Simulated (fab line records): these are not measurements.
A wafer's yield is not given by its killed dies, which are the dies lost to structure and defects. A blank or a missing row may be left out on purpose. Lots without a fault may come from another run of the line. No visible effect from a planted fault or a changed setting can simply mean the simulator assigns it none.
Problem report, 8D (eight disciplines) form, completed by code -- flow sky130 -- the parts of the form that need people (team, actions taken, sign-off) are left out

1. PROBLEM STATEMENT
Wafers without a fault read 0.715 a.u. with a standard deviation of 0.0047, while oes_product_au at SKY_LDD_LDN_STRIP_12 averages 0.960 a.u. across 3 wafers of 1 lot. Relative to the usual mean, that is a shift of +52 standard deviations.
The step: strips in O2/N2.
The first sign was on wafer L593.1 at day 26 04:45, on plasma_asher-04. The record has a number at this step for 39 wafers belonging to 13 lots. By rule, "out" or "out of limits" means more than 4 standard deviations away from the usual mean. The other wafers with a number count as sound.

2. WHAT IT IS; WHAT IT IS NOT
question,is,is not
which readings at this step,oes_product_au,drypump_motor_current_A
which lots,L593,"L585, L587, L588, L589, L590, L592, L600, L601, L602, L604, L605, L606"
which wafers of those lots,all that have a number,-
read on which tools,plasma_asher-04,"plasma_asher-02, plasma_asher-03"
when,from day 26 04:45,"up to then (18 sound wafers); but 18 sound wafers of L600, L601, L602, L604, L605, L606 came after"

3. WHAT RULES OUT EACH SUSPECT
Counting: a tool at any process step up to the reading remains a suspect when it ran all the lots that are out and ran no sound lot after the first of those.
- plasma_asher-04 at SKY_LDD_LDN_STRIP_12 (strips in O2/N2): ruled out as a lasting fault. Following L593 (day 26 04:45), the first lot on it that is out, the sound lots L600, L602 were run on it.
Left after counting: nothing in the record.

4. THE CAUSE (what the simulator had put in)
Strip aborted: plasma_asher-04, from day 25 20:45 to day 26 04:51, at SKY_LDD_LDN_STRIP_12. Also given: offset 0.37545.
Counting ruled it out, wrongly.

5. THE CHAIN OF EFFECTS, in route order
Rows list readings where the struck wafers' mean (over those with a number) sits beyond 3 standard deviations from the usual. Only readings for which the record gives a usual standard deviation are gone through. hours: the time from each lot's start at the first step in this table that gives one to its start at this step, as a median over the lots. sigmas: the change in usual standard deviations.
hours,step,reading,usual,on struck wafers,change,sigmas
0,SKY_LDD_LDN_STRIP_12,oes_product_au,0.715 a.u.,0.960,+0.245,+52
522,SKY_PAD_OPEN_PROBE_99,killed_at_front_end,16,365,+349,+81
522,SKY_PAD_OPEN_PROBE_99,killed_dies,88,446,+358,+41
522,SKY_PAD_OPEN_PROBE_99,killed_on_rim,18,70,+52,+15
Its process steps:
- SKY_LDD_LDN_STRIP_12: strips in O2/N2.
- SKY_PAD_OPEN_PROBE_99
Readings that are blank on the struck wafers while sound wafers have them: strip_time_to_endpoint_s at SKY_LDD_LDN_STRIP_12.

6. WHAT WOULD HAVE CAUGHT IT SOONER
In this record the first reading out of limits was taken at day 26 04:45, 8 hours after the fault began at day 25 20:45.
